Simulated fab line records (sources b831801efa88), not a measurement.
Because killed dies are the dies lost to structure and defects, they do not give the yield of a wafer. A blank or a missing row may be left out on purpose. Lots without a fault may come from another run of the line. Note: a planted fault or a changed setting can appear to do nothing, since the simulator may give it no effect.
A lot that was struck, set against a sound lot || flow gf180mcu || 14 steps out of a route of 602
Sound: these wafers, L907.2, L907.4, L907.6. Struck: wafers L912.1, L912.2, L912.3. The cause is named last.
For every step that has rows: the tool of each side, followed by ch and its chambers, followed by its first start. Under that, the readings that differ: sound wafers || struck wafers || difference of the means || sigmas: that difference in standard deviations of wafers without a fault.
alike: readings whose means differ by less than 2 such deviations, and words and numbers that are the same on both sides. not compared: withheld readings, readings that some wafer has no value for, bounds like >300 that may hide the same value, and numbers for which the record gives no deviation and whose values overlap.
The two part at a step that has a row with sigmas, a row that says differs or no value, or rows on one side only. Non-overlapping numbers with no deviation appear without sigmas and do not part them. A reading missing from all wafers of one side parts the sides only when that side holds two or more wafers.

first, 5 steps without rows for these wafers: GF_V1_COAT_09 (resist thk 1000 nm); GF_V1_SOFTBAKE_10 (time 60 s); GF_V1_EXPOSE_11 (exposes mask Via1, target cd 260 nm); GF_V1_PEB_12 (peb time 90 s); GF_V1_DEVELOP_13 (develop time 60 s).
GF_V1_CD_MEAS_14 targets a cd of 260 nm.
  sound: cdSem-01 at day 20 16:05; struck: cdSem-01 at day 22 09:02
{"reading": "cdNm (nm)", "sound": "262.1 261.5 261.3", "struck": "257.7 258.9 259.2", "difference": -3.0, "sigmas": -3}
GF_V1_OVL_MEAS_15:
  sound: overlay-02 at day 20 16:11; struck: overlay-02 at day 22 09:09
{"reading": "V1_OVL (nm)", "sound": "-3 -5 0", "struck": "12 15 4", "difference": "+13", "sigmas": "+2"}
GF_V1_ETCH_16: etches BARC in N2/H2.
  sound on rieDiel-02 ch 0,3, day 20 16:13; struck on rieDiel-03 ch 1,2,3, day 22 09:11
  alike: drypumpMotorCurrentA, oesProductAu, rfFwdPowerW, throttleValvePct
GF_V1_ETCH_17: etches SiO2 in C4F8/O2/Ar, stops on TiN, target depth 630 nm.
  sound: rieDiel-02 ch 0,3; struck: rieDiel-03 ch 1,2,3
  alike: oesProductAu, rfFwdPowerW
GF_V1_STRIP_18: strips in O2/N2.
  sound on plasmaAsher-02 ch 0,1, day 20 16:20; struck on plasmaAsher-04 ch 0,1, day 22 09:19
  alike: drypumpMotorCurrentA, heaterPowerW, oesProductAu
  not compared: rfHoursCounterH
then, 2 steps without rows for these wafers: GF_V1_STRIP_19 (strips in post etch residue remover, time 1200 s); GF_V1_CLEAN_20 (cleans in DIW).
GF_V1_SPUTTER_21: material Ti, target thk 15 nm, time 80.02 s.
  sound: pvdSputter-01 at day 20 16:55; struck: pvdSputter-01 at day 22 09:53
  no value came back on the struck wafers for cathodeDcPowerW (W), chamberPressurePa (Pa), throttleValvePct (%); on the sound wafers cathodeDcPowerW (W) reads 2499.8 2500.0 2499.6
GF_V1_SPUTTER_22: material TiN, target thk 10 nm, time 40 s.
  sound: pvdSputter-01 at day 20 16:59; struck: pvdSputter-01 at day 22 09:56
  alike: cathodeDcPowerW, chamberPressurePa, throttleValvePct

== WHERE THEY PART ==
At GF_V1_CD_MEAS_14 first; at GF_V1_SPUTTER_21 last (within this record only). Later steps at which nothing parts them and some readings are alike: GF_V1_SPUTTER_22.

WHY: whatever the simulator had introduced
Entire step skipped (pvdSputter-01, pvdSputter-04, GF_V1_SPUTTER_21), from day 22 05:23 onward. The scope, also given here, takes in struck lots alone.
